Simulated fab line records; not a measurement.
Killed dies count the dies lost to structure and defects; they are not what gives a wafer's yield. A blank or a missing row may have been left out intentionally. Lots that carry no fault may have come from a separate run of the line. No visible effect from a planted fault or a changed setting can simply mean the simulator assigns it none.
Which tool is to blame? | flow gf180mcu | 12 lots with 36 wafers sampled at 2 steps, on a route of 602 steps

## WHAT THE GAUGES READ, wafer by wafer
GF_CONTACT_RS_MEAS_25: measurement is done with a four-point probe.
lot  | measured     | on            | CONTACT_W_RS (ohm/sq)
L112 | day 16 17:05 | film_metro-02 | 0.383 0.383 0.380
L114 | day 17 03:25 | film_metro-02 | 0.383 0.386 0.384
L119 | day 19 06:25 | film_metro-01 | 0.383 0.387 0.385
L122 | day 20 01:47 | film_metro-02 | 0.383 0.383 0.386
L123 | day 20 15:08 | film_metro-04 | 0.385 0.385 0.387
L125 | day 21 15:40 | film_metro-04 | 0.378 0.384 0.381
L127 | day 22 02:07 | film_metro-02 | 0.387 0.386 0.391
L129 | day 22 11:25 | film_metro-02 | 0.391 0.384 0.386
L130 | day 22 20:39 | film_metro-01 | 0.384 0.384 0.390
L131 | day 23 08:34 | film_metro-04 | 0.383 0.381 0.382
L132 | day 23 13:00 | film_metro-02 | 0.382 0.377 0.381
L133 | day 23 18:41 | film_metro-04 | 0.379 0.379 0.384

GF_CONTACT_THK_MEAS_26: measures by xrf.
lot  | measured     | on            | CONTACT_W_THK (nm)
L112 | day 16 17:11 | film_metro-02 | 310 308 312
L114 | day 17 03:32 | film_metro-02 | 306 304 305
L119 | day 19 06:32 | film_metro-01 | 307 304 306
L122 | day 20 01:54 | film_metro-02 | 310 309 307
L123 | day 20 15:14 | film_metro-04 | 311 310 309
L125 | day 21 15:47 | film_metro-04 | 320 313 315
L127 | day 22 02:14 | film_metro-02 | 303 305 302
L129 | day 22 11:32 | film_metro-02 | 303 305 304
L130 | day 22 20:46 | film_metro-01 | 306 305 302
L131 | day 23 08:41 | film_metro-04 | 309 312 308
L132 | day 23 13:07 | film_metro-02 | 311 317 313
L133 | day 23 18:47 | film_metro-04 | 313 312 309

## WHAT TOOL EACH LOT RAN ON (gives the tool, then ch and the chambers of the sampled wafers, and finally the start)
Before these readings, the record contains no process step.

## AS READ BY THE TOOLS THEMSELVES (means over the sampled wafers that have a number; for cases with no such wafer, the mark the record gives instead)
The record holds no such reading with a usual standard deviation.

## THE ANSWER, worked out from the rows above alone
Rule: usual is defined by the lots themselves. The widest of any qualifying gaps counts: lots, ordered by their means at a reading, are off when they make up no more than a third of the lots, leave a main group of 4 or more, and stand apart from it by 3 or more times the standard deviation of that group's means. Not used: any main group whose means are identical at the precision the tables above print for the reading. Also off: a lot with no number at a reading for which 4 or more lots have one. Any other lot the step has rows for is counted as sound. Order of review: gauges by route order, followed by the tools' own readings, for which a lot's mean as printed above is used. At the first step where some lot is off, the reading lying furthest off is the one used; lots without a number count as furthest.
None of the lots is off at any reading shown; this tells nothing.

## WHAT HAD BEEN PUT IN BY THE SIMULATOR
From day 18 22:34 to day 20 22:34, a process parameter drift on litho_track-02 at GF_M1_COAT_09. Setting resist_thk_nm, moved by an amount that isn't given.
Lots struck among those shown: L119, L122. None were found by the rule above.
